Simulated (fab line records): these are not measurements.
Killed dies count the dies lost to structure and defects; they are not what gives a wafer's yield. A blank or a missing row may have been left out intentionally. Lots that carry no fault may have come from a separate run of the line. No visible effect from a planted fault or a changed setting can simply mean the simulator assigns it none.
Which of the tools did it? | flow sky130 | 42 wafers from 14 lots sampled at 2 of the route's 708 steps

## WHAT THE GAUGES SHOWED, per wafer
Not one reading of a measure or inspect step in the record can be checked against a usual standard deviation.

## EACH LOT AND THE TOOL THAT RAN IT (in order: tool; ch and the chambers of the sampled wafers; start)
lot  | SKY_VIA3_HMDS_05                  | SKY_PAD_OPEN_PROBE_99
L160 | litho track-03 ch 0, day 39 07:44 | -
L161 | litho track-01 ch 0, day 39 12:43 | -
L162 | litho track-03 ch 0, day 39 19:55 | prober-01, day 46 04:13
L163 | litho track-01 ch 0, day 40 01:31 | prober-02, day 46 08:19
L165 | litho track-01 ch 0, day 40 16:53 | -
L167 | litho track-01 ch 0, day 42 09:56 | -
L170 | litho track-03 ch 0, day 42 14:14 | prober-01, day 48 11:46
L171 | litho track-03 ch 0, day 42 18:49 | -
L172 | litho track-01 ch 0, day 42 23:56 | -
L173 | litho track-03 ch 0, day 43 09:23 | -
L174 | litho track-01 ch 0, day 43 16:22 | -
L178 | litho track-01 ch 0, day 44 14:04 | prober-01, day 50 01:20
L179 | litho track-01 ch 0, day 44 22:58 | -
L181 | litho track-01 ch 0, day 45 02:22 | -
- SKY_VIA3_HMDS_05: prime time 60 s.
- SKY_PAD_OPEN_PROBE_99

## WHAT THE TOOLS THEMSELVES READ (means of the sampled wafers that have a number; where no wafer has one, the mark that the record gives instead)
SKY_VIA3_HMDS_05. Usual: 120.00 C for prime temp c, sd 0.13.
lot  | tool           | prime temp c (C) | flag
L160 | litho track-03 | 119.89           |
L161 | litho track-01 | 119.86           |
L162 | litho track-03 | 119.83           |
L163 | litho track-01 | 119.95           |
L165 | litho track-01 | 120.13           |
L167 | litho track-01 | 120.21           |
L170 | litho track-03 | 120.12           |
L171 | litho track-03 | 122.93           | OFF
L172 | litho track-01 | 119.93           |
L173 | litho track-03 | 122.99           | OFF
L174 | litho track-01 | 120.07           |
L178 | litho track-01 | 119.95           |
L179 | litho track-01 | 120.04           |
L181 | litho track-01 | 119.81           |

SKY_PAD_OPEN_PROBE_99. Usual: defect limited yield 82.3 %, standard deviation 1.8; killed_at_M0_to_M3 44, standard deviation 7.2; killed_at_M4_up 3.1, standard deviation 1.8; killed at contacts 24, standard deviation 4.5; killed at front end 16, standard deviation 4.4; killed at other 0.2, standard deviation 0.42; killed dies 87, standard deviation 8.9; killed open 48, standard deviation 6.4; killed short 39, standard deviation 6.2; sort_bin_3_pad_short 0.9 %, standard deviation 0.46; sort_bin_5_function 10.5 %, standard deviation 1.6; sort_bin_6_memory 6.3 %, standard deviation 1.1; sort n pass 405, standard deviation 8.9; sort yield pct 82.3 %, standard deviation 1.8.
lot  | tool      | defect limited yield (%) | killed_at_M0_to_M3 | killed_at_M4_up | killed at contacts | killed at front end | killed at other | killed dies | killed open | killed short | sort_bin_3_pad_short (%) | sort_bin_5_function (%) | sort_bin_6_memory (%) | sort n pass | sort yield pct (%) | flag
L162 | prober-01 | 81.3                     | 45                 | 4.7             | 26                 | 17                  | 0.0             | 92          | 46          | 46           | 1.3                      | 10.9                    | 6.5                   | 400         | 81.3               |
L163 | prober-02 | 84.0                     | 44                 | 5.3             | 19                 | 11                  | 0.0             | 79          | 46          | 33           | 0.5                      | 8.7                     | 6.8                   | 413         | 84.0               |
L170 | prober-01 | 83.6                     | 35                 | 4.0             | 25                 | 17                  | 0.0             | 81          | 40          | 41           | 0.6                      | 9.8                     | 6.0                   | 411         | 83.6               |
L178 | prober-01 | 81.0                     | 40                 | 3.0             | 29                 | 22                  | 0.3             | 93          | 53          | 41           | 1.1                      | 11.7                    | 6.2                   | 399         | 81.0               |

## THE ANSWER, worked out from the rows above alone
Rule: a lot counts as off when the mean over its wafers that have a number is more than 3 standard deviations away from the usual mean. A lot without any number at a reading at which 4 lots or more have one is off too. All remaining lots with rows at the step are treated as sound. First the gauges in route order, then the tools' own readings, where a lot's mean is used as printed above. At the first step where some lot is off, the reading lying furthest off is the one used; lots without a number count as furthest.
Off: L171, L173, at SKY_VIA3_HMDS_05 (prime temp c).
If a tool, at that step or one of the process steps before it, ran each lot that is off and ran no sound lot following the first of them, it fits. One fits: litho track-03 at SKY_VIA3_HMDS_05. A fault onset in the window from L170 (day 42 14:14, its last sound lot) to L171 (day 42 18:49, its first lot off) fits.
The tool's own readings at SKY_VIA3_HMDS_05 bear it out: on the lots that are off they differ by more than 5 times the standard deviation of the sound lots' means. prime temp c reads 122.96 C there against 119.98 C on the sound lots.

## WHAT THE SIMULATOR HAD PUT IN
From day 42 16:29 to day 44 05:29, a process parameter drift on litho track-03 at SKY_VIA3_HMDS_05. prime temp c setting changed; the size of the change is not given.
Struck lots among those shown: L171, L173. This agrees with what the rule above found.
